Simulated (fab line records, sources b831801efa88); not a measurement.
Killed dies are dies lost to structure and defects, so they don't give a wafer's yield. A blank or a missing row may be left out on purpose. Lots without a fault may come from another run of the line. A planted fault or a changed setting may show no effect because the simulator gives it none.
Which tool did it? | flow gf180mcu | 14 lots, 42 wafers sampled, at 2 steps of a route of 602

WHAT THE GAUGES READ, wafer by wafer
GF_M5_CD_MEAS_07: target cd 280 nm. Usual: cd_nm 280.2 nm, standard deviation 1.2.
lot  | measured     | on        | cd_nm (nm)        | flag
L264 | day 26 03:37 | cd_sem-01 | 282.6 281.8 282.4 |
L267 | day 27 03:04 | cd_sem-01 | 281.1 280.5 281.2 |
L268 | day 27 21:45 | cd_sem-02 | 281.7 281.8 281.3 |
L269 | day 28 10:26 | cd_sem-02 | 280.2 280.2 280.1 |
L271 | day 28 15:32 | cd_sem-02 | 281.2 280.5 279.8 |
L272 | day 29 00:03 | cd_sem-01 | 280.1 280.2 278.5 |
L274 | day 29 13:03 | cd_sem-01 | 279.1 279.6 279.4 |
L275 | day 29 20:23 | cd_sem-01 | 279.0 279.4 280.0 |
L276 | day 30 03:42 | cd_sem-02 | 279.5 277.9 279.5 |
L283 | day 31 21:29 | cd_sem-02 | 280.9 281.8 281.9 |
L284 | day 32 03:19 | cd_sem-01 | 282.2 281.3 281.8 |
L285 | day 32 07:45 | cd_sem-02 | 281.3 282.0 281.8 |
L286 | day 32 14:22 | cd_sem-01 | 279.5 278.3 279.4 |
L287 | day 32 19:43 | cd_sem-02 | 281.3 280.4 281.5 |

GF_V5_BOW_MEAS_05. Usual: V5_BOW 134 um, standard deviation 9.1.
lot  | measured     | on            | V5_BOW (um) | flag
L264 | day 26 05:02 | film_metro-03 | 132 113 140 |
L267 | day 27 04:31 | film_metro-03 | 124 120 122 |
L268 | day 27 23:10 | film_metro-03 | 145 153 144 |
L269 | day 28 11:53 | film_metro-01 | 138 138 139 |
L271 | day 28 16:57 | film_metro-03 | 141 136 135 |
L272 | day 29 01:36 | film_metro-02 | 136 137 131 |
L274 | day 29 14:36 | film_metro-02 | 120 133 131 |
L275 | day 29 21:49 | film_metro-01 | 133 142 139 |
L276 | day 30 05:24 | film_metro-02 | 134 143 143 |
L283 | day 31 22:56 | film_metro-01 | 143 137 136 |
L284 | day 32 04:44 | film_metro-01 | 129 131 127 |
L285 | day 32 09:10 | film_metro-01 | 136 137 141 |
L286 | day 32 15:47 | film_metro-03 | 137 139 138 |
L287 | day 32 21:20 | film_metro-02 | 125 130 131 |

WHICH TOOL RAN EACH LOT (tool, then ch and the chambers of the sampled wafers, then the start)
The record holds no process step before these readings.

WHAT THE TOOLS THEMSELVES READ (means of the sampled wafers that have a number; where no wafer has one, the mark that the record gives instead)
The record holds no such reading with a usual standard deviation.

THE ANSWER, worked out from the rows above alone
Rule: a lot is off if the mean of its wafers that have a number lies more than 3 standard deviations from the usual mean. A lot without any number at a reading at which 4 lots or more have one is off too. The other lots that the step has rows for count as sound. The gauges are gone through in route order, then the tools' own readings, and for those a lot's mean is taken as printed above. The first step at which some lot is off is used, and at that step the reading that is off furthest; a lot without a number counts as furthest.
No lot is off at any reading shown: from this, nothing can be told.

WHAT THE SIMULATOR HAD PUT IN
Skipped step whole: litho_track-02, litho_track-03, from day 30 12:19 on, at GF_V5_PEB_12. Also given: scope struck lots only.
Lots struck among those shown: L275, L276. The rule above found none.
